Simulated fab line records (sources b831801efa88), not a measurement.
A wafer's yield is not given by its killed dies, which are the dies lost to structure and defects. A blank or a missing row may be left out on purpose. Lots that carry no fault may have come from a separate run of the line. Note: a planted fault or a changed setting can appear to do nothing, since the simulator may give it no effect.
fab line records    flow sky130
record lots=7  wafers=21  last_day=50
route steps=708 shown VIA3@582 PAD_OPEN@708
lots with no fault: from the same line, run without faults
start_h: hours from the record's first day to the start of the lot's first wafer shown    wait_h: how many hours have passed since the lot's step before this one    " repeats the value in the row above    L1.1+2: one row covering several wafers at once    - either no value or no given start    * or withheld: withheld    < > ~ a bound
route shown NAME@n: names a module that has steps shown in the file, with the first one's number in the route    usual: mean/standard deviation of fault-free wafers    same: alike in all rows    chamber/n: place in a boat    sites: each site's reading    _std_site: how widely they spread, as a standard deviation    _edge_site: inner sites' mean taken away from outer sites' mean    radius_mm: for every site, how far away it sits from the centre of the wafer    mask NAME#n: copy n    behind: the last tool/chamber to shape the wafer    hold: what put the lot on hold/how long, in hours/how the hold closed    device: the transistor (n, p or np) that didn't switch    end of line: the route-end tests of the same wafers    a step without rows: its recipe alone    killed: not the wafer's yield, but the dies lost to structure and defects at the first sort    map: per-die view of a wafer (x killed, . not killed, _ where there is no die)
set.NAME: the setting the step ran with; set.NAME@STEP: the setting that earlier step ran with    model.NAME: the simulator's own value behind a step, which no gauge read
lots at some steps of the route; a table a step, a row a wafer
services: the hour from which a tool's chamber was out of use, counted from the record's first day as start_h (under 0 if before that day), plus the number of hours and why
## steps
# step SKY_VIA3_EXPOSE_09
# recipe mask_id=VIM3  na=0.8  source_shape=annular  sigma_inner=0.55  sigma_outer=0.85  target_cd_nm=200  dose_mj=38
# step SKY_VIA3_PEB_10
# recipe peb_temp_c=withheld  peb_time_s=withheld  resist=KrF-thick
# step SKY_VIA3_DEVELOP_11
# recipe develop_time_s=60  resist=KrF-thick  dev_temp_c=21
# step SKY_VIA3_CD_MEAS_12
# recipe target_cd_nm=200
# usual cd_nm=199.7/1.4
lot.wafer  tool       chamber  start_h  wait_h  cd_nm
L423.2     cd_sem-02  -        991.06   -       202.2
L423.4     "          -        "        "       199.1
L423.6     "          -        "        "       200.8
L428.4     cd_sem-02  -        1007.44  -       197.7
L428.5     "          -        "        "       198.4
L428.6     "          -        "        "       198.0
L429.2     cd_sem-02  -        1018.91  -       198.6
L429.4     "          -        "        "       198.5
L429.6     "          -        "        "       199.4
L430.2     cd_sem-01  -        1023.01  -       199.2
L430.4     "          -        "        "       198.8
L430.6     "          -        "        "       199.0
L431.3     cd_sem-02  -        1026.18  -       198.3
L431.4     "          -        "        "       197.6
L431.6     "          -        "        "       198.2
L439.1     cd_sem-02  -        1073.19  -       198.9
L439.3     "          -        "        "       199.0
L439.6     "          -        "        "       198.0
L440.1     cd_sem-02  -        1074.34  -       199.8
L440.2     "          -        "        "       198.3
L440.5     "          -        "        "       198.4
# step SKY_VIA3_OVL_MEAS_13
# usual VIA3_OVL=-1/6.4
lot.wafer  tool        chamber  start_h  wait_h  VIA3_OVL[nm]
L423.2     overlay-01  -        991.17   0.1     -5
L423.4     "           -        "        "       -1
L423.6     "           -        "        "       -1
L428.4     overlay-02  -        1007.51  0.1     4
L428.5     "           -        "        "       -3
L428.6     "           -        "        "       5
L429.2     overlay-02  -        1019.02  0.1     8
L429.4     "           -        "        "       5
L429.6     "           -        "        "       8
L430.2     overlay-01  -        1023.12  0.1     -6
L430.4     "           -        "        "       -10
L430.6     "           -        "        "       -11
L431.3     overlay-01  -        1026.27  0.1     6
L431.4     "           -        "        "       10
L431.6     "           -        "        "       9
L439.1     overlay-01  -        1073.31  0.1     2
L439.3     "           -        "        "       6
L439.6     "           -        "        "       -2
L440.1     overlay-01  -        1074.46  0.1     -8
L440.2     "           -        "        "       -11
L440.5     "           -        "        "       1
# step SKY_VIA3_ETCH_14
# recipe chemistry=N2/H2  target=BARC  ion_energy_ev=200  source_w=500  bias_w=100  pressure_mtorr=30  n2_flow_sccm=100  h2_flow_sccm=200  stop_on=SiO2  time_s=45.9  target_depth_a=600
# usual drypump_motor_current_A=5.7/0.36  oes_product_au=0.854/0.0049  throttle_valve_pct=13.225/0.008
lot.wafer  tool         chamber  start_h  wait_h  drypump_motor_current_A  oes_product_au  rf_hours_counter_h  throttle_valve_pct
L423.2     rie_diel-03  2        991.20   0.0     5.7                      0.860           18                  13.220
L423.4     "            0        "        "       6.2                      0.859           -                   13.233
L423.6     "            2        "        "       5.7                      0.854           -                   13.223
L428.4     rie_diel-04  1        1007.53  0.0     5.5                      0.859           14                  13.223
L428.5     "            1        "        "       5.5                      0.852           -                   13.220
L428.6     "            2        "        "       6.1                      0.855           -                   13.214
L429.2     rie_diel-01  1        1019.05  0.0     5.7                      0.852           22                  13.234
L429.4     "            0        "        "       5.7                      0.845           11                  13.217
L429.6     "            0        "        "       5.7                      0.849           -                   13.239
L430.2     rie_diel-04  3        1023.15  0.0     5.1                      0.846           21                  13.213
L430.4     "            1        "        "       5.5                      0.848           14                  13.206
L430.6     "            3        "        "       5.1                      0.854           -                   13.230
L431.3     rie_diel-04  0        1026.30  0.0     5.0                      0.854           13                  13.222
L431.4     "            2        "        "       6.1                      0.852           19                  13.218
L431.6     "            2        "        "       6.1                      0.844           -                   13.228
L439.1     rie_diel-03  0        1073.35  0.0     6.2                      0.857           14                  13.226
L439.3     "            2        "        "       5.7                      0.854           21                  13.224
L439.6     "            2        "        "       5.6                      0.858           -                   13.225
L440.1     rie_diel-03  2        1074.50  0.0     5.7                      0.850           21                  13.234
L440.2     "            3        "        "       5.8                      0.848           22                  13.222
L440.5     "            0        "        "       6.2                      0.845           -                   13.226
# step SKY_VIA3_ETCH_15
# recipe target=SiO2  chemistry=C4F8/O2/Ar  target_depth_nm=507  stop_on=TiN  mask_material=KrF-thick  source_w=1500  bias_w=1200  pressure_mtorr=40  c4f8_flow_sccm=withheld  O2_flow_sccm=6  Ar_flow_sccm=300  time_s=78
# usual oes_product_au=0.947/0.0047
lot.wafer  tool         chamber  start_h  wait_h  oes_product_au  rf_hours_counter_h
L423.2     rie_diel-03  2        991.24   0.0     0.959           18
L423.4     "            0        "        "       0.948           -
L423.6     "            2        "        "       0.957           -
L428.4     rie_diel-04  1        1007.57  0.0     0.944           14
L428.5     "            1        "        "       0.950           -
L428.6     "            2        "        "       0.948           -
L429.2     rie_diel-01  1        1019.09  0.0     0.954           22
L429.4     "            0        "        "       0.947           11
L429.6     "            0        "        "       0.946           -
L430.2     rie_diel-04  3        1023.19  0.0     0.948           21
L430.4     "            1        "        "       0.947           14
L430.6     "            3        "        "       0.944           -
L431.3     rie_diel-04  0        1026.34  0.0     0.944           13
L431.4     "            2        "        "       0.943           19
L431.6     "            2        "        "       0.944           -
L439.1     rie_diel-03  0        1073.39  0.0     0.948           14
L439.3     "            2        "        "       0.945           21
L439.6     "            2        "        "       0.948           -
L440.1     rie_diel-03  2        1074.54  0.0     0.952           21
L440.2     "            3        "        "       0.941           22
L440.5     "            0        "        "       0.947           -
# step SKY_VIA3_STRIP_16
# recipe chemistry=O2/N2  power_w=1400  pressure_mtorr=1500  platen_temp_c=withheld  o2_flow_sccm=3000  n2_flow_sccm=300  overash_fraction=0.5
# usual drypump_motor_current_A=5.7/0.49  oes_product_au=0.402/0.0049  strip_time_to_endpoint_s=4.127/0.019
lot.wafer  tool             chamber  start_h  wait_h  drypump_motor_current_A  oes_product_au  rf_hours_counter_h  strip_time_to_endpoint_s
L423.2     plasma_asher-03  0        991.30   0.0     4.8                      0.403           116                 4.118
L423.4     "                0        "        "       4.8                      0.399           -                   4.160
L423.6     "                0        "        "       4.9                      0.407           -                   4.108
L428.4     plasma_asher-03  0        1007.67  0.1     4.8                      0.399           -                   4.150
L428.5     "                0        "        "       4.8                      0.400           -                   4.118
L428.6     "                1        "        "       6.1                      0.404           -                   4.136
L429.2     plasma_asher-04  1        1019.15  0.0     5.0                      0.403           89                  4.143
L429.4     "                1        "        "       5.0                      0.407           -                   4.141
L429.6     "                0        "        "       6.2                      0.404           -                   4.155
L430.2     plasma_asher-02  1        1023.25  0.0     5.9                      0.407           58                  4.125
L430.4     "                1        "        "       5.9                      0.390           -                   4.105
L430.6     "                1        "        "       5.9                      0.400           -                   4.113
L431.3     plasma_asher-04  1        1026.43  0.1     5.0                      0.400           -                   4.126
L431.4     "                0        "        "       6.2                      0.409           -                   4.117
L431.6     "                0        "        "       6.2                      0.407           -                   4.134
L439.1     plasma_asher-02  0        1073.45  0.0     5.8                      0.403           63                  4.132
L439.3     "                1        "        "       5.9                      0.399           -                   4.118
L439.6     "                0        "        "       5.8                      0.407           -                   4.122
L440.1     plasma_asher-02  1        1074.60  0.0     5.9                      0.396           63                  4.107
L440.2     "                0        "        "       5.8                      0.398           63                  4.099
L440.5     "                1        "        "       5.9                      0.415           -                   4.100
# step SKY_VIA3_STRIP_17
# recipe chemistry=post_etch_residue_remover  time_s=1200  temp_c=72.5
# step SKY_VIA3_CLEAN_18
# recipe chemistry=IPA  time_s=180  temp_c=25
# step SKY_VIA3_CLEAN_19
# recipe chemistry=O3/DIW  dry=n2_spin
# step SKY_VIA3_SPUTTER_20
# recipe material=TiN  target_thk_nm=20  chamber_pressure_pa=5  power_w=4000  time_s=80
# usual cathode_dc_power_W=4000.0/0.74  chamber_pressure_pa=5.000/0.0097  throttle_valve_pct=30.2/0.84
lot.wafer  tool            chamber  start_h  wait_h  cathode_dc_power_W  chamber_pressure_pa  throttle_valve_pct
L423.2     pvd_sputter-02  -        991.89   0.0     3999.4              4.983                29.6
L423.4     "               -        "        "       3998.4              5.001                31.2
L423.6     "               -        "        "       3999.5              5.015                31.4
L428.4     pvd_sputter-04  -        1008.32  0.0     3999.6              5.005                30.7
L428.5     "               -        "        "       3999.8              4.981                29.8
L428.6     "               -        "        "       4000.6              5.001                30.2
L429.2     pvd_sputter-01  -        1020.01  0.0     3999.2              5.000                28.8
L429.4     "               -        "        "       3999.5              5.006                30.7
L429.6     "               -        "        "       3999.7              5.007                29.4
L430.2     pvd_sputter-04  -        1023.87  0.0     3999.7              5.025                30.6
L430.4     "               -        "        "       3999.8              4.985                29.9
L430.6     "               -        "        "       4000.7              5.002                29.8
L431.3     pvd_sputter-01  -        1027.00  0.0     4000.3              4.997                31.3
L431.4     "               -        "        "       4000.4              5.001                30.7
L431.6     "               -        "        "       4000.2              5.013                31.4
L439.1     pvd_sputter-01  -        1074.05  0.0     4000.0              5.021                30.7
L439.3     "               -        "        "       3999.7              5.021                30.5
L439.6     "               -        "        "       4000.5              4.988                30.4
L440.1     pvd_sputter-01  -        1075.24  0.0     3999.5              4.997                30.7
L440.2     "               -        "        "       3999.6              4.993                32.1
L440.5     "               -        "        "       4000.8              5.001                30.4
# step SKY_VIA3_CVD_21
# recipe material=W  target_thk_nm=390  time_s=117.31  temp_c=400  pressure_torr=40
# usual chamber_pressure_Torr=40.00/0.084  heater_power_outer_w=498/75  heater_power_w=853/140
lot.wafer  tool      chamber  start_h  wait_h  chamber_pressure_Torr  heater_power_outer_w  heater_power_w
L423.2     cvd_w-01  0        991.95   0.0     40.01                  434                   705
L423.4     "         1        "        "       40.05                  619                   1102
L423.6     "         1        "        "       40.11                  617                   1071
L428.4     cvd_w-02  0        1008.43  0.1     40.02                  490                   836
L428.5     "         0        "        "       40.08                  483                   839
L428.6     "         1        "        "       39.99                  447                   796
L429.2     cvd_w-02  0        1020.07  0.0     -                      -                     -
L429.4     "         1        "        "       -                      -                     -
L429.6     "         1        "        "       -                      -                     -
L430.2     cvd_w-02  0        1023.94  0.0     -                      -                     -
L430.4     "         0        "        "       -                      -                     -
L430.6     "         1        "        "       -                      -                     -
L431.3     cvd_w-02  1        1027.10  0.1     -                      -                     -
L431.4     "         0        "        "       -                      -                     -
L431.6     "         0        "        "       -                      -                     -
L439.1     cvd_w-01  0        1074.12  0.0     39.99                  448                   705
L439.3     "         1        "        "       39.86                  644                   1060
L439.6     "         1        "        "       39.87                  619                   1078
L440.1     cvd_w-02  0        1075.30  0.0     40.05                  489                   860
L440.2     "         1        "        "       40.01                  454                   792
L440.5     "         1        "        "       39.98                  459                   794
# step SKY_VIA3_RS_MEAS_22
# recipe thk_meas_gauge=four-point-probe  reads=W_of_VIA3_CVD_21+TiN_of_VIA3_SPUTTER_20
# usual VIA3_W_RS=0.2946/0.0027
lot.wafer  tool           chamber  start_h  wait_h  hold                      VIA3_W_RS[ohm/sq]
L423.2     film_metro-04  -        992.09   0.1     -                         0.3006
L423.4     "              -        "        "       -                         0.2964
L423.6     "              -        "        "       -                         0.2952
L428.4     film_metro-02  -        1008.57  0.1     -                         0.2958
L428.5     "              -        "        "       -                         0.2931
L428.6     "              -        "        "       -                         0.2917
L429.2     film_metro-01  -        1020.22  0.1     await_dispo/0.2h/release  58.826
L429.4     "              -        "        "       await_dispo/0.2h/release  57.453
L429.6     "              -        "        "       await_dispo/0.2h/release  58.133
L429.2     film_metro-01  -        1020.52  0.3     -                         58.803
L429.4     "              -        "        "       -                         57.590
L429.6     "              -        "        "       -                         57.962
L430.2     film_metro-04  -        1024.08  0.1     await_dispo/0.2h/release  59.376
L430.4     "              -        "        "       await_dispo/0.2h/release  58.792
L430.6     "              -        "        "       await_dispo/0.2h/release  60.901
L430.2     film_metro-04  -        1024.37  0.3     -                         59.202
L430.4     "              -        "        "       -                         58.809
L430.6     "              -        "        "       -                         60.793
L431.3     film_metro-02  -        1027.22  0.1     await_dispo/0.2h/release  57.734
L431.4     "              -        "        "       await_dispo/0.2h/release  58.654
L431.6     "              -        "        "       await_dispo/0.2h/release  57.973
L431.3     film_metro-02  -        1027.51  0.3     -                         57.775
L431.4     "              -        "        "       -                         58.765
L431.6     "              -        "        "       -                         57.988
L439.1     film_metro-01  -        1074.24  0.1     -                         0.2994
L439.3     "              -        "        "       -                         0.2976
L439.6     "              -        "        "       -                         0.2972
L440.1     film_metro-04  -        1075.42  0.1     -                         0.2930
L440.2     "              -        "        "       -                         0.2960
L440.5     "              -        "        "       -                         0.2934
# step SKY_PAD_OPEN_PROBE_99
# usual defect_limited_yield=82.2/1.8  killed_at_M0_to_M3=44/6  killed_at_M4_up=3.3/2.1  killed_at_contacts=25/5.5  killed_at_front_end=15/4.3  killed_dies=88/9.1  killed_open=48/6.6  killed_short=39/6.7  sort_bin_3_pad_short=0.9/0.4  sort_bin_5_function=10.4/1.5  sort_bin_6_memory=6.5/1.1  sort_n_pass=404/9.1  sort_yield_pct=82.2/1.8
# same gross_dies=492  killed_at_back_side=0  killed_at_other=0  sort_bin_4_leakage[%]=0  sort_bin_8_speed[%]=0
lot.wafer  tool       chamber  start_h  wait_h  defect_limited_yield[%]  killed_at_M0_to_M3  killed_at_M4_up  killed_at_contacts  killed_at_front_end  killed_dies  killed_open  killed_short  sort_bin_3_pad_short[%]  sort_bin_5_function[%]  sort_bin_6_memory[%]  sort_n_pass  sort_yield_pct[%]
L423.2     prober-01  -        1128.27  0.1     80.7                     45                  3                25                  22                   95           55           39            0.6                      12.6                    6.1                   397          80.7
L423.4     prober-01  -        1128.37  0.2     82.9                     38                  8                18                  20                   84           43           41            1.4                      9.6                     6.1                   408          82.9
L423.6     prober-01  -        1128.47  0.2     82.1                     38                  5                32                  13                   88           52           36            0.6                      10.4                    6.9                   404          82.1
L428.4     prober-01  -        1140.86  0.2     79.7                     52                  4                21                  23                   100          52           48            1.0                      9.8                     9.6                   392          79.7
L428.5     prober-01  -        1140.91  0.2     81.7                     48                  3                25                  14                   90           52           38            0.6                      10.0                    7.7                   402          81.7
L428.6     prober-01  -        1140.96  0.2     82.7                     46                  4                20                  15                   85           50           35            1.4                      8.5                     7.3                   407          82.7
L439.1     prober-02  -        1194.21  0.1     81.1                     43                  7                26                  17                   93           51           42            1.4                      11.6                    5.9                   399          81.1
L439.3     prober-02  -        1194.31  0.2     84.6                     35                  2                27                  12                   76           48           28            0.4                      7.5                     7.5                   416          84.6
L439.6     prober-02  -        1194.46  0.2     82.7                     44                  3                27                  11                   85           42           43            1.2                      12.0                    4.1                   407          82.7
L440.1     prober-01  -        1195.91  0.1     79.7                     52                  2                28                  18                   100          67           33            0.8                      12.6                    6.9                   392          79.7
L440.2     prober-01  -        1195.96  0.1     80.9                     46                  4                29                  15                   94           53           41            0.4                      10.2                    8.5                   398          80.9
L440.5     prober-01  -        1196.11  0.2     80.1                     41                  5                29                  23                   98           46           52            1.0                      11.0                    7.9                   394          80.1
# killed by level:class
L423.2 CONTACT:geometric_particle:open=11 VIA1:geometric_particle:open=11 METAL1:geometric_particle:short=7 VIA2:geometric_particle:open=7 POLY_GATE:geometric_particle:open=6 LI_CONTACT:geometric_particle:open=6 VIA3:geometric_particle:open=6 POLY_GATE:geometric_particle:short=5
L423.4 VIA1:geometric_particle:open=9 METAL2:geometric_particle:short=8 LI_CONTACT:geometric_particle:open=7 VIA2:geometric_particle:open=7 FIELD_ISO:geometric_particle:short=6 CONTACT:geometric_particle:open=6 FIELD_ISO:geometric_particle:open=5 LOCAL_INTERCONNECT:geometric_particle:short=5
L423.6 LI_CONTACT:geometric_particle:open=12 CONTACT:geometric_particle:open=11 VIA1:geometric_particle:open=9 VIA2:geometric_particle:open=7 VIA3:geometric_particle:open=6 LI_CONTACT:geometric_particle:short=5 FIELD_ISO:geometric_particle:short=4 METAL4:geometric_particle:short=4
L428.4 VIA2:geometric_particle:open=12 FIELD_ISO:geometric_particle:short=9 CONTACT:geometric_particle:open=9 VIA2:geometric_particle:short=8 VIA3:geometric_particle:open=8 METAL1:geometric_particle:short=7 VIA1:geometric_particle:open=6 LI_CONTACT:geometric_particle:open=5
L428.5 CONTACT:geometric_particle:open=15 VIA3:geometric_particle:open=10 VIA1:geometric_particle:open=9 VIA2:geometric_particle:open=9 VIA1:geometric_particle:short=6 FIELD_ISO:geometric_particle:short=5 LI_CONTACT:geometric_particle:open=5 POLY_GATE:geometric_particle:short=4
L428.6 VIA1:geometric_particle:open=14 LI_CONTACT:geometric_particle:open=8 CONTACT:geometric_particle:open=8 METAL1:geometric_particle:short=8 VIA3:geometric_particle:open=6 POLY_GATE:geometric_particle:short=5 METAL3:geometric_particle:short=5 FIELD_ISO:geometric_particle:short=4
L439.1 VIA2:geometric_particle:open=11 CONTACT:geometric_particle:open=11 VIA1:geometric_particle:open=8 POLY_GATE:geometric_particle:short=6 VIA3:geometric_particle:open=6 LOCAL_INTERCONNECT:geometric_particle:short=6 METAL4:geometric_particle:short=5 POLY_GATE:geometric_particle:open=4
L439.3 CONTACT:geometric_particle:open=11 VIA1:geometric_particle:open=9 LI_CONTACT:geometric_particle:open=8 VIA2:geometric_particle:open=8 METAL2:geometric_particle:short=5 LOCAL_INTERCONNECT:geometric_particle:short=4 FIELD_ISO:geometric_particle:short=3 CONTACT:geometric_particle:short=3
L439.6 VIA3:geometric_particle:open=13 CONTACT:geometric_particle:open=10 LOCAL_INTERCONNECT:geometric_particle:short=6 METAL1:geometric_particle:short=6 VIA2:geometric_particle:open=5 CONTACT:geometric_particle:short=5 VIA1:geometric_particle:open=5 POLY_GATE:geometric_particle:short=4
L440.1 VIA1:geometric_particle:open=22 LI_CONTACT:geometric_particle:open=13 CONTACT:geometric_particle:open=9 FIELD_ISO:geometric_particle:open=7 VIA2:geometric_particle:open=6 VIA1:geometric_particle:short=5 VIA3:geometric_particle:open=5 FIELD_ISO:geometric_particle:short=4
L440.2 LI_CONTACT:geometric_particle:open=11 VIA1:geometric_particle:open=10 FIELD_ISO:geometric_particle:open=6 CONTACT:geometric_particle:open=6 VIA1:geometric_particle:short=6 METAL2:geometric_particle:short=5 VIA2:geometric_particle:open=5 FIELD_ISO:geometric_particle:short=4
L440.5 CONTACT:geometric_particle:open=12 VIA1:geometric_particle:open=9 METAL1:geometric_particle:short=8 FIELD_ISO:geometric_particle:open=6 CONTACT:geometric_particle:short=6 VIA1:geometric_particle:short=6 POLY_GATE:geometric_particle:open=5 POLY_GATE:geometric_particle:short=5
## services
tool             chamber  start_h  hours  kind
pvd_sputter-04   -        976.07   8.4    repair
rie_diel-03      1        989.94   2.1    repair
rie_diel-04      -        993.40   0.4    repair
rie_diel-01      3        993.68   5.6    repair
rie_diel-01      2        1002.50  4.6    repair
plasma_asher-03  -        1021.19  6.6    repair
pvd_sputter-02   1        1023.38  -      consumable_replace:kit
pvd_sputter-02   1        1023.38  18.0   scheduled_down
pvd_sputter-02   1        1023.38  18.0   vent_cycle
pvd_sputter-01   -        1044.90  6.3    repair
rie_diel-03      1        1044.98  3.5    repair
rie_diel-03      0        1045.85  3.9    repair
pvd_sputter-04   2        1045.86  -      consumable_replace:kit
pvd_sputter-04   2        1045.86  18.0   scheduled_down
pvd_sputter-04   2        1045.86  18.0   vent_cycle
pvd_sputter-02   -        1048.85  1.9    repair
plasma_asher-03  -        1055.25  9.0    pm
plasma_asher-03  0        1055.25  9.0    vent_cycle
plasma_asher-03  1        1055.25  9.0    vent_cycle
plasma_asher-03  0        1064.25  -      clean
plasma_asher-03  1        1064.25  -      clean
rie_diel-03      1        1072.13  7.4    repair
## key
first_sign step=SKY_VIA3_CVD_21  reading=tool_record  direction=missing
effect step=SKY_VIA3_RS_MEAS_22  reading=visit  direction=added
effect step=SKY_VIA3_RS_MEAS_22  reading=VIA3_W_RS  direction=up  sigmas=99+  usual=0.2946  struck=58.649
met_at SKY_VIA3_CVD_21
struck_wafers L429.2,L429.4,L429.6,L430.2,L430.4,L430.6,L431.3,L431.4,L431.6
scrapped_behind SKY_VIA3_RS_MEAS_22 L429.2,L429.4,L429.6,L430.2,L430.4,L430.6,L431.3,L431.4,L431.6
onset_between 1008.43 1020.07
fault kind=skipped_step_whole  tool=cvd_w-02  chamber=-  onset_h=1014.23  steps=SKY_VIA3_CVD_21  scope=struck_lots_only
